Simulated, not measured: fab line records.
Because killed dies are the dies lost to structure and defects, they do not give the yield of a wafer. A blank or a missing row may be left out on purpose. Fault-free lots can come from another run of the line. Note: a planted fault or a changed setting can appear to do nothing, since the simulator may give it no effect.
fab line records    flow sky130
record lots=6  wafers=18  last_day=50
route steps=708 shown RES_XHIGH@332 SD_N@342 PAD_OPEN@708
lots untouched by any fault: they come from a run of this same line in which no faults occurred
start_h: start of the lot's first displayed wafer, in hours after the record's first day    wait_h: how many hours have passed since the lot's step before this one    " as in the row above    L1.1+2: one row covering several wafers at once    - no value, or no start given    * or withheld: withheld    < > ~ a bound
route shown NAME@n: NAME is a module with steps in the file, n the number in the route of the first one    usual: average and standard deviation across the fault-free wafers    same: alike in all rows    chamber/n: place in a boat    sites: each site's reading    _std_site: the values' standard deviation    _edge_site: the outer-site mean with the inner-site mean subtracted    radius_mm: how far each site lies from the wafer's centre    mask NAME#n: copy n    behind: the most recent tool/chamber to have shaped the wafer    hold: cause of the lot's hold/its duration in hours/its outcome    device: transistor that didn't switch, given as n, p or np    end of line: the same wafers' tests at the end of the route    for a step that has no rows: nothing shown but its recipe    killed: count of dies lost to structure and defects at first sort (not the wafer's yield)    map: a wafer's dies, x killed, . not, _ none there
set.NAME: the setting the step ran with; set.NAME@STEP: the setting that earlier step ran with    model.NAME: the simulator's own value behind a step, which no gauge read
lots at selected steps of the route; one table per step, one row per wafer
services: when a tool's chamber went out of use (start_h, in hours from the record's first day, below 0 if earlier), for how many hours, and the reason
## steps
# step SKY_RES_XHIGH_DEHYDRATE_00
# recipe temp_c=200  time_s=60
# step SKY_RES_XHIGH_HMDS_01
# recipe prime_time_s=60  prime_temp_c=120
# step SKY_RES_XHIGH_COAT_02
# recipe resist=NOVOLAK  spin_rpm=3000  resist_thk_nm=1140
# step SKY_RES_XHIGH_SOFTBAKE_03
# recipe temp_c=90  time_s=60  resist=NOVOLAK
# step SKY_RES_XHIGH_EXPOSE_04
# recipe mask_id=URPM  na=0.6  source_shape=conventional  sigma_outer=0.6  polarization=unpolarized  target_cd_nm=1270  dose_mj=140
# step SKY_RES_XHIGH_PEB_05
# recipe temp_c=withheld  time_s=*  resist=NOVOLAK
# step SKY_RES_XHIGH_DEVELOP_06
# recipe resist=NOVOLAK  developer=TMAH  develop_time_s=60  dev_temp_c=23
# step SKY_RES_XHIGH_IMPLANT_07
# recipe species=BF2  energy_kev=20  dose_cm2=3.6e+14  tilt_deg=0
# step SKY_RES_XHIGH_STRIP_08
# recipe chemistry=O2/N2  power_w=1400  pressure_mtorr=1500  platen_temp_c=withheld  o2_flow_sccm=3000  n2_flow_sccm=300  overash_fraction=0.5
# usual drypump_motor_current_A=5.4/0.3  oes_product_au=0.711/0.0046  strip_time_to_endpoint_s=14.27/0.04
# same overash_fraction=0.5
lot.wafer  tool             chamber  start_h  wait_h  drypump_motor_current_A  oes_product_au  rf_hours_counter_h  strip_time_to_endpoint_s
L457.3     plasma_asher-01  1        657.72   0.1     5.4                      0.713           -                   14.24
L457.4     "                0        "        "       5.1                      0.711           -                   14.25
L457.6     "                0        "        "       5.1                      0.718           -                   14.23
L464.1     plasma_asher-01  0        717.62   0.1     5.1                      0.715           104                 14.32
L464.2     "                1        "        "       5.5                      0.710           104                 14.28
L464.6     "                1        "        "       5.4                      0.697           -                   14.32
L466.1     plasma_asher-01  0        733.63   0.1     5.1                      0.712           105                 14.34
L466.4     "                0        "        "       5.1                      0.711           -                   14.31
L466.5     "                0        "        "       5.1                      0.710           -                   14.25
L473.1     plasma_asher-01  1        780.37   0.1     5.4                      0.714           4                   14.27
L473.3     "                1        "        "       5.5                      0.709           -                   14.30
L473.5     "                1        "        "       5.5                      0.700           -                   14.24
L476.2     plasma_asher-02  1        801.36   0.1     5.8                      0.708           98                  14.21
L476.3     "                0        "        "       5.7                      0.705           -                   14.21
L476.6     "                1        "        "       5.8                      0.717           -                   14.25
L475.3     plasma_asher-03  1        805.95   0.1     4.9                      0.713           -                   14.24
L475.5     "                0        "        "       5.3                      0.713           -                   14.25
L475.6     "                1        "        "       4.8                      0.709           -                   14.25
# step SKY_RES_XHIGH_TW_MEAS_09
# usual RES_XHIGH_TW=1636/16
lot.wafer  tool           chamber  start_h  wait_h  RES_XHIGH_TW
L457.3     film_metro-04  -        657.80   0.1     1625
L457.4     "              -        "        "       1627
L457.6     "              -        "        "       1623
L464.1     film_metro-04  -        717.72   0.1     1602
L464.2     "              -        "        "       1606
L464.6     "              -        "        "       1611
L466.1     film_metro-04  -        733.73   0.1     1620
L466.4     "              -        "        "       1613
L466.5     "              -        "        "       1612
L473.1     film_metro-02  -        780.47   0.1     1652
L473.3     "              -        "        "       1646
L473.5     "              -        "        "       1646
L476.2     film_metro-02  -        801.47   0.1     1654
L476.3     "              -        "        "       1654
L476.6     "              -        "        "       1663
L475.3     film_metro-02  -        806.04   0.1     1654
L475.5     "              -        "        "       1656
L475.6     "              -        "        "       1650
# step SKY_SD_N_DEHYDRATE_00
# recipe temp_c=200  time_s=60
# step SKY_SD_N_HMDS_01
# recipe prime_time_s=60  prime_temp_c=120
# step SKY_SD_N_COAT_02
# recipe resist=NOVOLAK  spin_rpm=3000  resist_thk_nm=1140
# usual exhaust_pa=44.8/0.92
lot.wafer  tool            chamber  start_h  wait_h  exhaust_pa  model.NOVOLAK_of_SD_N_COAT_02.thk_nm
L457.3     litho_track-01  0        671.41   0.1     43.6        1136
L457.4     "               0        "        "       42.5        1140
L457.6     "               0        "        "       42.2        1136
L464.1     litho_track-02  0        731.66   0.1     44.4        1136
L464.2     "               0        "        "       44.7        1139
L464.6     "               0        "        "       44.4        1138
L466.1     litho_track-01  0        746.36   0.1     44.9        1144
L466.4     "               0        "        "       45.5        1141
L466.5     "               0        "        "       45.0        1143
L473.1     litho_track-01  0        793.06   0.1     44.8        627.7
L473.3     "               0        "        "       46.2        629.4
L473.5     "               0        "        "       46.1        626.8
L476.2     litho_track-03  0        814.44   0.1     43.7        1141
L476.3     "               0        "        "       44.9        1142
L476.6     "               0        "        "       44.6        1142
L475.3     litho_track-01  0        819.21   0.1     45.9        625.7
L475.5     "               0        "        "       43.4        626
L475.6     "               0        "        "       43.5        626.3
# step SKY_SD_N_SOFTBAKE_03
# recipe temp_c=90  time_s=60  resist=NOVOLAK
# step SKY_SD_N_EXPOSE_04
# recipe mask_id=NSDM  na=0.6  source_shape=conventional  sigma_outer=0.6  polarization=unpolarized  target_cd_nm=380  dose_mj=141
# step SKY_SD_N_PEB_05
# recipe temp_c=withheld  time_s=*  resist=NOVOLAK
# step SKY_SD_N_DEVELOP_06
# recipe resist=NOVOLAK  developer=TMAH  develop_time_s=60  dev_temp_c=23
# usual exhaust_pa=44.9/0.91
lot.wafer  tool            chamber  start_h  wait_h  exhaust_pa  model.NOVOLAK_of_SD_N_COAT_02.thk_nm
L457.3     litho_track-01  0        685.21   0.1     46.7        1136
L457.4     "               0        "        "       43.4        1139
L457.6     "               0        "        "       44.6        1136
L464.1     litho_track-02  0        745.21   0.1     44.2        1136
L464.2     "               0        "        "       44.8        1138
L464.6     "               0        "        "       44.1        1138
L466.1     litho_track-01  0        759.11   0.1     44.9        1144
L466.4     "               0        "        "       44.1        1141
L466.5     "               0        "        "       42.6        1142
L473.1     litho_track-03  0        806.52   0.1     45.1        627.3
L473.3     "               0        "        "       45.8        629
L473.5     "               0        "        "       44.8        626.4
L476.2     litho_track-02  0        827.44   0.1     44.0        1140
L476.3     "               0        "        "       44.7        1141
L476.6     "               0        "        "       43.2        1142
L475.3     litho_track-01  0        831.21   0.1     46.0        625.3
L475.5     "               0        "        "       47.1        625.6
L475.6     "               0        "        "       47.0        625.8
# step SKY_SD_N_CD_MEAS_07
# recipe target_cd_nm=380
# usual cd_nm=380.3/2.6
lot.wafer  tool       chamber  start_h  wait_h  cd_nm
L457.3     cd_sem-02  -        685.35   0.1     376.6
L457.4     "          -        "        "       379.4
L457.6     "          -        "        "       378.9
L464.1     cd_sem-02  -        745.36   0.1     380.7
L464.2     "          -        "        "       378.7
L464.6     "          -        "        "       381.7
L466.1     cd_sem-02  -        759.26   0.1     388.5
L466.4     "          -        "        "       387.8
L466.5     "          -        "        "       386.0
L473.1     cd_sem-01  -        806.69   0.1     442.7
L473.3     "          -        "        "       440.7
L473.5     "          -        "        "       441.5
L476.2     cd_sem-02  -        827.58   0.1     381.9
L476.3     "          -        "        "       382.7
L476.6     "          -        "        "       382.8
L475.3     cd_sem-01  -        831.35   0.1     430.4
L475.5     "          -        "        "       431.7
L475.6     "          -        "        "       433.8
# step SKY_SD_N_OVL_MEAS_08
# usual SD_N_OVL=-0.4/1.4
lot.wafer  tool        chamber  start_h  wait_h  SD_N_OVL[nm]
L457.3     overlay-02  -        685.44   0.1     0.5
L457.4     "           -        "        "       2.0
L457.6     "           -        "        "       0.0
L464.1     overlay-02  -        745.48   0.1     -2.5
L464.2     "           -        "        "       -1.9
L464.6     "           -        "        "       -0.6
L466.1     overlay-01  -        759.38   0.1     -2.0
L466.4     "           -        "        "       -1.0
L466.5     "           -        "        "       -0.7
L473.1     overlay-01  -        806.81   0.1     -0.8
L473.3     "           -        "        "       -1.0
L473.5     "           -        "        "       -0.8
L476.2     overlay-01  -        827.69   0.1     -1.1
L476.3     "           -        "        "       -2.0
L476.6     "           -        "        "       -0.8
L475.3     overlay-01  -        831.44   0.1     -1.7
L475.5     "           -        "        "       -1.1
L475.6     "           -        "        "       -2.0
# step SKY_SD_N_IMPLANT_09
# recipe species=As  energy_kev=50  dose_cm2=4e+15  tilt_deg=0
# step SKY_SD_N_IMPLANT_10
# recipe species=P  energy_kev=20  dose_cm2=1e+14  tilt_deg=0
# step SKY_SD_N_STRIP_11
# recipe chemistry=O2/N2  power_w=1400  pressure_mtorr=1500  platen_temp_c=withheld  o2_flow_sccm=3000  n2_flow_sccm=300  overash_fraction=0.5
# usual drypump_motor_current_A=5.4/0.37  oes_product_au=0.528/0.0047  strip_time_to_endpoint_s=22.55/0.039
# same overash_fraction=0.5
lot.wafer  tool             chamber  start_h  wait_h  drypump_motor_current_A  oes_product_au  rf_hours_counter_h  strip_time_to_endpoint_s
L457.3     plasma_asher-04  0        685.80   0.1     5.8                      0.535           -                   22.52
L457.4     "                1        "        "       6.2                      0.519           -                   22.54
L457.6     "                0        "        "       5.9                      0.524           -                   22.50
L464.1     plasma_asher-01  0        745.82   0.1     5.1                      0.533           0                   22.50
L464.2     "                1        "        "       5.4                      0.524           0                   22.53
L464.6     "                0        "        "       5.1                      0.529           -                   22.52
L466.1     plasma_asher-03  0        759.71   0.1     5.3                      0.534           59                  22.57
L466.4     "                1        "        "       4.9                      0.526           -                   22.56
L466.5     "                0        "        "       5.3                      0.533           -                   22.57
L473.1     plasma_asher-01  0        807.15   0.1     5.1                      0.456           6                   16.70
L473.3     "                1        "        "       5.4                      0.457           -                   16.73
L473.5     "                1        "        "       5.5                      0.467           -                   16.74
L476.2     plasma_asher-03  0        828.02   0.1     5.3                      0.524           66                  22.57
L476.3     "                1        "        "       4.8                      0.527           -                   22.56
L476.6     "                1        "        "       4.8                      0.534           -                   22.58
L475.3     plasma_asher-01  1        831.80   0.1     5.4                      0.458           -                   16.69
L475.5     "                0        "        "       5.1                      0.452           -                   16.70
L475.6     "                1        "        "       5.5                      0.458           -                   16.67
# step SKY_SD_N_TW_MEAS_12
# usual SD_N_TW=3994/31
lot.wafer  tool           chamber  start_h  wait_h  SD_N_TW
L457.3     film_metro-01  -        685.88   0.1     3991
L457.4     "              -        "        "       4005
L457.6     "              -        "        "       4025
L464.1     film_metro-01  -        745.92   0.1     4000
L464.2     "              -        "        "       3989
L464.6     "              -        "        "       3999
L466.1     film_metro-02  -        759.81   0.1     4018
L466.4     "              -        "        "       4034
L466.5     "              -        "        "       4022
L473.1     film_metro-01  -        807.25   0.1     4013
L473.3     "              -        "        "       3991
L473.5     "              -        "        "       3991
L476.2     film_metro-01  -        828.13   0.1     3969
L476.3     "              -        "        "       3957
L476.6     "              -        "        "       3969
L475.3     film_metro-01  -        831.88   0.1     4012
L475.5     "              -        "        "       4031
L475.6     "              -        "        "       4011
# step SKY_PAD_OPEN_PROBE_99
# usual killed_at_M0_to_M3=44/6.5  killed_at_M4_up=3.3/1.7  killed_at_contacts=25/5.3  killed_at_front_end=15/5  killed_at_other=0.2/0.47  killed_dies=87/9.9  killed_open=47/8  killed_short=39/6.1
# same gross_dies=492  killed_at_back_side=0
lot.wafer  tool       chamber  start_h  wait_h  killed_at_M0_to_M3  killed_at_M4_up  killed_at_contacts  killed_at_front_end  killed_at_other  killed_dies  killed_open  killed_short
L464.1     prober-02  -        1147.82  0.1     59                  4                25                  15                   0                103          53           50
L464.2     prober-02  -        1147.87  0.1     38                  2                31                  19                   0                90           45           45
L466.1     prober-02  -        1154.23  0.1     41                  2                28                  13                   0                84           34           50
L466.4     prober-02  -        1154.38  0.2     49                  4                24                  20                   0                97           54           43
L466.5     prober-02  -        1154.43  0.2     48                  2                29                  6                    0                85           45           40
# killed by level:class
L464.1 LI_CONTACT:geometric_particle:open=10 VIA3:geometric_particle:open=8 METAL2:geometric_particle:short=7 CONTACT:geometric_particle:open=7 VIA1:geometric_particle:open=7 VIA2:geometric_particle:short=6 METAL1:geometric_particle:short=5 VIA1:geometric_particle:short=5
L464.2 VIA1:geometric_particle:open=12 LI_CONTACT:geometric_particle:open=9 FIELD_ISO:geometric_particle:short=6 LI_CONTACT:geometric_particle:short=6 CONTACT:geometric_particle:open=6 VIA2:geometric_particle:open=6 CONTACT:geometric_particle:short=5 POLY_GATE:geometric_particle:short=4
L466.1 METAL1:geometric_particle:short=12 LI_CONTACT:geometric_particle:open=10 CONTACT:geometric_particle:open=9 VIA1:geometric_particle:open=7 FIELD_ISO:geometric_particle:short=5 POLY_GATE:geometric_particle:short=5 CONTACT:geometric_particle:short=5 VIA1:geometric_particle:short=5
L466.4 VIA1:geometric_particle:open=10 CONTACT:geometric_particle:open=9 VIA3:geometric_particle:open=9 VIA1:geometric_particle:short=8 METAL2:geometric_particle:short=6 FIELD_ISO:geometric_particle:open=5 LOCAL_INTERCONNECT:geometric_particle:short=5 FIELD_ISO:geometric_particle:short=4
L466.5 VIA1:geometric_particle:open=16 LI_CONTACT:geometric_particle:open=8 CONTACT:geometric_particle:open=7 METAL2:geometric_particle:short=6 VIA2:geometric_particle:open=6 LOCAL_INTERCONNECT:geometric_particle:short=5 CONTACT:geometric_particle:short=5 LI_CONTACT:geometric_particle:short=4
## services
tool             chamber  start_h  hours  kind
plasma_asher-03  -        683.60   22.6   repair
plasma_asher-03  -        697.75   12.0   repair
plasma_asher-03  -        709.78   14.6   pm
plasma_asher-03  -        724.38   2.8    pm
plasma_asher-02  -        731.80   2.3    repair
plasma_asher-01  -        733.75   9.0    pm
plasma_asher-01  0        733.75   9.0    vent_cycle
plasma_asher-01  1        733.75   9.0    vent_cycle
plasma_asher-04  -        741.89   0.7    repair
plasma_asher-01  0        742.75   -      clean
plasma_asher-01  1        742.75   -      clean
## key
first_sign step=SKY_SD_N_CD_MEAS_07  reading=cd_nm  direction=up  sigmas=22  usual=380.3  struck=436.8  through=control_loop
effect step=SKY_SD_N_STRIP_11  reading=strip_time_to_endpoint_s  direction=down  sigmas=99+  usual=*  struck=*  through=*
model_effect step=SKY_SD_N_COAT_02  value=NOVOLAK_of_SD_N_COAT_02.thk_nm  without=1142  struck=627
model_effect step=SKY_SD_N_DEVELOP_06  value=NOVOLAK_of_SD_N_COAT_02.thk_nm  without=1141  struck=626.6
met_at SKY_SD_N_COAT_02
struck_wafers L473.1,L473.3,L473.5,L475.3,L475.5,L475.6
tester_left_out L473,L475
loop_trim step=SKY_SD_N_EXPOSE_04  setting=dose  lots=L475
onset_between 746.36 793.06
fault kind=process_parameter_drift  tool=litho_track-01  chamber=-  onset_h=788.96  steps=SKY_SD_N_COAT_02  channel=resist_thk_nm  offset=-513.96  shape=step  end_h=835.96  acts_in=these_recipes_only  stated=1140
# tester_left_out: of these lots the tester's yield and bins aren't shown, on N5 and GAA mostly nor the transistor test; their killed dies are dies lost to structure and defects alone, not to doping, threshold or leakage, so they don't give the yield
# loop_trim: a control loop set the setting to another value than it would have without faults
